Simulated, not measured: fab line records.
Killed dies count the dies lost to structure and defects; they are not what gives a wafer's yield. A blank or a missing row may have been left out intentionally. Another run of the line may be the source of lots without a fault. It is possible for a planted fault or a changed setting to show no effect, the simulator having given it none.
A single fault, viewed from 2 desks | flow sky130 | each desk holds nothing but its own numbers, with what lay behind them at the end

## FROM THE METROLOGY DESK
Lot by lot, what the gauges showed, no matter which tool ran the lot: averages of those sampled wafers that carry a number. A lot is out of limits, marked OUT, if its mean lies more than 4 standard deviations from the usual mean; the brackets give that distance.
Columns: A = LOCAL_INTERCONNECT_TIN_THK at SKY_LOCAL_INTERCONNECT_THK_MEAS_02, usual 101.9 nm; B = cd-nm at SKY_LOCAL_INTERCONNECT_CD_MEAS_11, usual 170.1 nm; C = LOCAL_INTERCONNECT_OVL at SKY_LOCAL_INTERCONNECT_OVL_MEAS_12, usual 0 nm
lot  | first seen here | A     | B     | C
L732 | day 31 09:20    | 100.8 | 173.7 | -5
L737 | day 32 05:37    | 102.9 | 171.5 | 2
L741 | day 33 03:12    | 102.3 | 170.6 | 3
L743 | day 33 12:11    | 101.9 | 170.5 | -9
L749 | day 35 21:07    | 101.4 | 170.3 | 1
L751 | day 35 21:17    | 99.3  | 171.9 | 2
This desk's verdict: no lot among the 6 shows anything out of limits.

## DESK OF THE TOOL OWNER: rie-metal-03
The tool's own readings at SKY_LOCAL_INTERCONNECT_METAL_ETCH_14 (etches TiN in Cl2/BCl3, stops on PSG, target depth 110 nm, time 31.4 s): means of the sampled wafers that have a number, for each lot that ran on this tool. A lot is out of limits, marked OUT, if its mean lies more than 4 standard deviations from the usual mean; the brackets give that distance.
Columns: A = bcl3-flow-sccm at SKY_LOCAL_INTERCONNECT_METAL_ETCH_14, usual 30.00 sccm; B = drypump-motor-current-A at SKY_LOCAL_INTERCONNECT_METAL_ETCH_14, usual 6.28 A; C = oes-product-au at SKY_LOCAL_INTERCONNECT_METAL_ETCH_14, usual 0.943 a.u.; D = throttle-valve-pct at SKY_LOCAL_INTERCONNECT_METAL_ETCH_14, usual 21.900 %
lot  | first seen here | A     | B    | C     | D
L737 | day 33 08:11    | 29.99 | 6.48 | 0.945 | 21.892
L741 | day 34 05:59    | 29.88 | 6.01 | 0.938 | 21.899
L743 | day 34 14:38    | 30.04 | 6.05 | 0.938 | 21.898
This desk's verdict: no lot among the 3 shows anything out of limits.

## TAKEN TOGETHER
Metrology desk: nothing out of limits seen.
The desk of the tool owner found nothing out of limits.

## WHAT THE SIMULATOR HAD PUT IN
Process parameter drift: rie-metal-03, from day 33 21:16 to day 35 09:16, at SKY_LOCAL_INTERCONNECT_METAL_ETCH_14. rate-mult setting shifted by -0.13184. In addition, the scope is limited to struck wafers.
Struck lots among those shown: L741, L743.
